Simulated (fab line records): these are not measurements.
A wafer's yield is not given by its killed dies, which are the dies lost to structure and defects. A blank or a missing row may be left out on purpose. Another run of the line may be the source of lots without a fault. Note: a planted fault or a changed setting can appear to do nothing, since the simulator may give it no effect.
A struck lot beside a sound one	flow sky130	25 out of 708 route steps
Sound: wafers L352.2, L352.3, L352.6. Struck: wafers L370.2, L370.3, L370.4. The cause comes at the end.
Order at every step that has rows: each side's tool, ch and its chambers, its first start. Under that, the readings that differ: sound wafers	struck wafers	difference of the means	sigmas: that difference in standard deviations of wafers without a fault.
alike: same words and numbers on both sides, and readings whose means sit less than 2 such deviations apart. not compared: any withheld reading, any reading some wafer has no value for, any bound like >300 that may hide the same value, and any number with overlapping values for which the record gives no deviation.
The two part at a step that has a row with sigmas, a row that says differs or no value, or rows on one side only. Non-overlapping numbers with no deviation appear without sigmas and do not part them. A reading that every wafer of one side lacks parts them only if that side has two wafers or more.

first, 6 steps without rows for these wafers: SKY_SD_N_IMPLANT_10; SKY_SD_N_STRIP_11 (strips in O2/N2); SKY_SD_N_CLEAN_13 (cleans in SC1/SC2, time 150 s); SKY_SD_N_RTA_14 (time 2 s); SKY_SALICIDE_CLEAN_00 (cleans in HF-last, time 30 s); SKY_LI_CONTACT_HDPCVD_00 (deposits PSG, target thk 930 nm, time 155 s).
SKY_LI_CONTACT_CMP_02: polishes PSG.
  sound on cmp-01 ch 0,1,3, day 28 05:34; struck on cmp-02 ch 0,1,3, day 34 16:20
  no value came back on the struck wafers for edge-zone-pressure-frac, head-pressure-psi (psi), motor-current-A (A), time-to-endpoint-s (s); on the sound wafers edge-zone-pressure-frac reads 0.993 1.003 1.006
reading	sound	struck	difference	sigmas
model.PSG_of_LI_CONTACT_HDPCVD_00.thk-nm (nm)	597.1 596.9 595.8	931.7 937.2 930.1	+336.4	
then, 9 steps without rows for these wafers: SKY_LI_CONTACT_DEHYDRATE_04 (time 60 s); SKY_LI_CONTACT_HMDS_05 (prime time 60 s); SKY_LI_CONTACT_COAT_06 (resist thk 60 nm); SKY_LI_CONTACT_COAT_07 (resist thk 450 nm); SKY_LI_CONTACT_SOFTBAKE_08 (time 90 s); SKY_LI_CONTACT_EXPOSE_09 (exposes mask LICM1, target cd 170 nm); SKY_LI_CONTACT_PEB_10; SKY_LI_CONTACT_DEVELOP_11 (develop time 60 s); SKY_LI_CONTACT_ETCH_14 (etches BARC in N2/H2, stops on SiO2, time 45.9 s, target depth 60 nm).
SKY_LI_CONTACT_ETCH_15: etches PSG in C4F8/O2/Ar, stops on Si, target depth 600 nm.
  sound on rie-diel-03 ch 1,2,3, day 29 10:26; struck on rie-diel-01 ch 1,2, day 35 19:56
reading	sound	struck	difference	sigmas
oes-product-au (a.u.)	0.836 0.837 0.835	1.635 1.643 1.644	+0.805	+99 or more
model.LI_CONTACT.feature-depth-nm (nm)	597.1 596.9 595.8	815.8 820.6 815.1	+220.6	
model.etch.depth-nm (nm)	597.1 596.9 595.8	815.8 820.6 815.1	+220.6	
then, 6 steps without rows for these wafers: SKY_LI_CONTACT_STRIP_16 (strips in O2/N2); SKY_LI_CONTACT_CLEAN_17 (cleans in NMP, time 600 s); SKY_LI_CONTACT_PRE_CLEAN_18 (time 5.6 s); SKY_LI_CONTACT_SPUTTER_19 (material Ti, target thk 20 nm, time 106.37 s); SKY_LI_CONTACT_SPUTTER_20 (material TiN, target thk 20 nm, time 80 s); SKY_LI_CONTACT_CVD_21 (deposits W, target thk 400 nm, time 120.56 s).
SKY_LI_CONTACT_CMP_24: polishes, stops on PSG, t overpolish 20 s, target thk 0 nm.
  sound on cmp-02 ch 1,3, day 29 11:16; struck on cmp-01 ch 0,2,3, day 35 21:02
reading	sound	struck	difference	sigmas
model.PSG_of_LI_CONTACT_HDPCVD_00.thk-nm (nm)	587.6 587.4 586.4	922.3 927.8 920.7	+336.5	
  alike: edge-zone-pressure-frac, head-pressure-psi, motor-current-A
-- the record jumps here: 15 days lie between the struck wafers' starts before and after (it left off in module LI_CONTACT and takes up again in module PAD_OPEN, whose first step shown is number 708 of the route) --
SKY_PAD_OPEN_PROBE_99:
  sound on prober-02, day 46 01:12; struck on prober-01, day 50 11:46
reading	sound	struck	difference	sigmas
killed-at-contacts	36 35 29	439 428 437	+401	+77
killed-dies	96 97 94	492 492 492	+396	+44
killed-on-rim	15 21 14	96 96 96	+79	+21
  alike: killed_at_M0_to_M3, killed_at_M4_up, killed-at-front-end, killed-at-other, killed-open, killed-short

== WHERE THEY PART ==
Earliest at SKY_LI_CONTACT_CMP_02; latest, in this record, at SKY_PAD_OPEN_PROBE_99.

WHY: whatever the simulator had introduced
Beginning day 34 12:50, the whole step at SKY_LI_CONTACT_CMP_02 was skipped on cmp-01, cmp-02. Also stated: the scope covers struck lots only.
